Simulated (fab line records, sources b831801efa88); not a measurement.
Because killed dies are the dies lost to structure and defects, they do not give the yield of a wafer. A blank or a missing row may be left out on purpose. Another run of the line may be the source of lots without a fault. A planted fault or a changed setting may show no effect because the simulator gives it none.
Comparing a struck lot with a sound one	flow sfqLine	20 steps out of a route of 325
Sound: these wafers, L532.2, L532.3, L532.5. The struck wafers were L544.1, L544.4. Last of all comes the cause.
Order at every step that has rows: each side's tool, ch and its chambers, its first start. Under that, the readings that differ: sound wafers	struck wafers	difference of the means	sigmas: that difference in standard deviations of wafers without a fault.
alike: readings with means less than 2 such deviations apart, plus words and numbers identical on both sides. not compared: withheld readings, readings lacking a value on some wafer, bounds such as >300 that could conceal the same value, and numbers that have no deviation in the record and whose values overlap.
A row with sigmas, a row that says differs or no value, or rows on one side alone: a step with any of these is where the two part. Numbers that have no deviation but don't overlap get no sigmas and don't part them. Lack of a reading on every wafer of one side parts them only where that side has two or more wafers.

first, 2 steps without rows for these wafers: SFQ_TRILAYER_I3_VIA_LITHO_PEB_088 (peb time 60 s); SFQ_TRILAYER_I3_VIA_LITHO_DEVELOP_087 (time 60 s).
SFQ_I3_OVL_MEAS_923:
  struck on overlay-01, day 44 04:38; sound on overlay-02, day 40 01:32
  alike: I3_OVL
SFQ_TRILAYER_I3_VIA_BARC_OPEN_VIA_ETCH_121: etches BARC in O2, target depth 125 nm, time 41.7 s.
  sound on rieDiel-02 ch 0,1, day 40 01:34; struck on rieDiel-01 ch 0,1, day 44 04:40
  alike: drypumpMotorCurrentA, oesProductAu
  not compared: rfHoursCounterH
then, 1 step without rows for these wafers: SFQ_TRILAYER_I3_VIA_ETCH_VIA_ETCH_088 (etches SiO2 in CHF3, stops on Nb, target depth 260 nm).
SFQ_TRILAYER_I3_VIA_STRIP_STRIP_089: strips in O2.
  sound on rieMetal-01 ch 0,1, day 40 01:43; struck on rieMetal-01 ch 0, day 44 04:50
  alike: drypumpMotorCurrentA, oesProductAu
  not compared: rfHoursCounterH
then, 2 steps without rows for these wafers: SFQ_TRILAYER_I3_VIA_STRIP_SOLV_CLEAN_090 (cleans in NMP, time 600 s); SFQ_TRILAYER_M4_DEP_PRE_CLEAN_092 (time 22.5 s).
SFQ_TRILAYER_M4_DEP_SPUTTER_091: material Nb, target thk 200 nm, time 133.3 s.
  struck on pvdSputter-03, day 44 06:14; sound on pvdSputter-03, day 40 02:32
  alike: cathodeDcPowerW, throttleValvePct
SFQ_M4_RS_MEAS_924: the measuring method here is four-point-probe.
  struck on filmMetro-03, day 44 06:19; sound on filmMetro-02, day 40 02:38
  alike: M4_NB_RS
then, 1 step without rows for these wafers: SFQ_TRILAYER_M4_LITHO_COAT_098 (resist thk 62 nm).
SFQ_TRILAYER_M4_LITHO_COAT_093: resist thk 600 nm.
  sound on lithoTrack-02 ch 0, day 40 03:09; struck on lithoTrack-04 ch 0, day 44 06:48
reading	sound	struck	difference	sigmas
model.KrF_of_TRILAYER_M4_LITHO_COAT_093.thkNm (nm)	595.6 596.5 595.8	658.8 658.9	+62.9	
  alike: chillPlateTempC
then, 4 steps without rows for these wafers: SFQ_TRILAYER_M4_LITHO_SOFTBAKE_097; SFQ_TRILAYER_M4_LITHO_EXPOSE_094 (exposes mask M4, target cd 500 nm); SFQ_TRILAYER_M4_LITHO_PEB_096 (peb time 60 s); SFQ_TRILAYER_M4_LITHO_DEVELOP_095 (time 60 s).
-- the record jumps here: 6 days lie between the struck wafers' starts before and after --
SFQ_M4_OVL_MEAS_926:
  struck on overlay-01, day 50 06:58; sound on overlay-01, day 46 06:53
  alike: M4_OVL
SFQ_TRILAYER_M4_BARC_OPEN_METAL_ETCH_123: etches BARC in O2, target depth 125 nm, time 41.7 s.
  sound on rieMetal-04 ch 0,1, day 46 06:55; struck on rieMetal-03 ch 0,1, day 50 06:59
  alike: drypumpMotorCurrentA, oesProductAu
  not compared: rfHoursCounterH
SFQ_TRILAYER_M4_ETCH_METAL_ETCH_096: etches Nb in Cl2/Ar, stops on SiO2, target depth 240 nm, time 120 s.
  sound on rieMetal-04 ch 0,1, day 46 06:59; struck on rieMetal-03 ch 0,1, day 50 07:03
reading	sound	struck	difference	sigmas
model.KrF_of_TRILAYER_M4_LITHO_COAT_093.thkNm (nm)	379.8 380.8 375.1	440.9 440.8	+62.3	
  alike: drypumpMotorCurrentA, oesProductAu
  not compared: rfHoursCounterH
SFQ_TRILAYER_M4_STRIP_STRIP_097: strips in O2.
  sound on rieMetal-04 ch 0,1, day 46 07:06; struck on rieMetal-03 ch 0,1, day 50 07:11
  alike: drypumpMotorCurrentA, oesProductAu
  not compared: rfHoursCounterH

== WHERE THEY PART ==
Nowhere in this record.

WHY: whatever the simulator had introduced
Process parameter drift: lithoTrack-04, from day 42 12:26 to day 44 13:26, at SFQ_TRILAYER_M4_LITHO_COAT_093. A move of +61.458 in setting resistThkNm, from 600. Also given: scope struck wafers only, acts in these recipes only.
